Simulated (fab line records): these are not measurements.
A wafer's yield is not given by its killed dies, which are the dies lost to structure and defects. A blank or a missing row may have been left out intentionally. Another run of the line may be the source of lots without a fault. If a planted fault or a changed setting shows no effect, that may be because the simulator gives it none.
Check for tools in common ; flow sky130 ; 42 wafers sampled across 12 lots

## THE REASON FOR OPENING IT
At SKY_SD_N_RS_MEAS_16 the reading SD_N_RS is flagged on 2 of 12 lots. Fault-free wafers read 68.63 ohm/sq, with a standard deviation of 0.12.
Rule: a lot gets a flag if all its wafers with a number sit over 4 standard deviations from that mean, or if no wafer of it has a number. The other lots count as sound.

lot;measured;on;SD_N_RS (ohm/sq), wafer by wafer;flag
L492;day 28 17:01;filmMetro-04;68.63 68.72 68.58;
L495;day 29 20:33;filmMetro-01;68.58 68.57 68.55;
L496;day 30 06:10;filmMetro-03;68.50 68.50 68.56;
L497;day 30 07:25;filmMetro-01;68.94 68.67 68.66;
L499;day 31 06:44;filmMetro-04;68.91 68.94 69.00;
L500;day 31 14:08;filmMetro-04;68.69 68.81 68.70;
L501;day 31 21:17;filmMetro-03;68.57 68.52 68.76;
L502;day 32 01:55;filmMetro-04;68.50 68.47 68.72;
L506;day 33 11:24;filmMetro-03;68.56 68.85 68.55;
L508;day 34 07:38;filmMetro-04;71.26 71.34 71.18 71.17 71.28 71.22;FLAGGED
L510;day 34 14:05;filmMetro-04;71.30 71.35 71.27 71.41 71.36 71.29;FLAGGED
L515;day 35 20:26;filmMetro-03;68.55 68.58 68.42;
The mean of the flagged lots' numbers is 71.29 ohm/sq, +2.66 ohm/sq from the usual (+22 standard deviations).

## LOT BY LOT: THE TOOL USED
The record holds 1 process step before the reading, out of a route of 708 steps. Cell contents, in order: the tool; ch with the chambers the sampled wafers went through; the start.
lot;flag;SKY_SD_N_RTA_14
L492;;rtpAnneal-01 ch 0, day 28 16:50
L495;;rtpAnneal-02 ch 0, day 29 20:23
L496;;rtpAnneal-01 ch 0, day 30 05:59
L497;;rtpAnneal-02 ch 0, day 30 07:13
L499;;rtpAnneal-02 ch 0, day 31 06:32
L500;;rtpAnneal-01 ch 0, day 31 13:58
L501;;rtpAnneal-02 ch 0, day 31 21:06
L502;;rtpAnneal-01 ch 0, day 32 01:44
L506;;rtpAnneal-01 ch 0, day 33 11:12
L508;FLAGGED;rtpAnneal-01 ch 0, day 34 07:26
L510;FLAGGED;rtpAnneal-01 ch 0, day 34 13:54
L515;;rtpAnneal-02 ch 0, day 35 20:14
What these steps do:
- SKY_SD_N_RTA_14: time 2 s.
- SKY_SD_N_RS_MEAS_16: measures by four-point-probe.

## FLAGGED AGAINST TOTAL, ONE TOOL AT A TIME (gauges that did the reading follow at the end)
step;tool;lots run;flagged;share of the flagged lots;sound lots run after its first flagged lot
SKY_SD_N_RTA_14;rtpAnneal-01;7;2;all;0
SKY_SD_N_RTA_14;rtpAnneal-02;5;0;none;-
SKY_SD_N_RS_MEAS_16;filmMetro-01;2;0;none;-
SKY_SD_N_RS_MEAS_16;filmMetro-03;4;0;none;-
SKY_SD_N_RS_MEAS_16;filmMetro-04;6;2;all;0

## THE TABLE: WHAT IT ALLOWS
rtpAnneal-01 at SKY_SD_N_RTA_14 and filmMetro-04 at SKY_SD_N_RS_MEAS_16 are the 2 rows of the table that ran each flagged lot.
- rtpAnneal-01 at SKY_SD_N_RTA_14 ran 7 lots, 2 of them flagged. It ran its last sound lot, L506, at day 33 11:12 and its first flagged lot, L508, at day 34 07:26: a fault with its onset between the two fits.
- filmMetro-04 at SKY_SD_N_RS_MEAS_16 ran 6 lots, 2 of them flagged. It ran its last sound lot, L502, at day 32 01:55 and its first flagged lot, L508, at day 34 07:38: a fault with its onset between the two fits.
A lot count leaves these 2 tools indistinguishable: every one of them fits a fault beginning at some hour. More lots, or a look at what each step does to the wafer, might.

## WHAT THE SIMULATOR HAD PUT IN
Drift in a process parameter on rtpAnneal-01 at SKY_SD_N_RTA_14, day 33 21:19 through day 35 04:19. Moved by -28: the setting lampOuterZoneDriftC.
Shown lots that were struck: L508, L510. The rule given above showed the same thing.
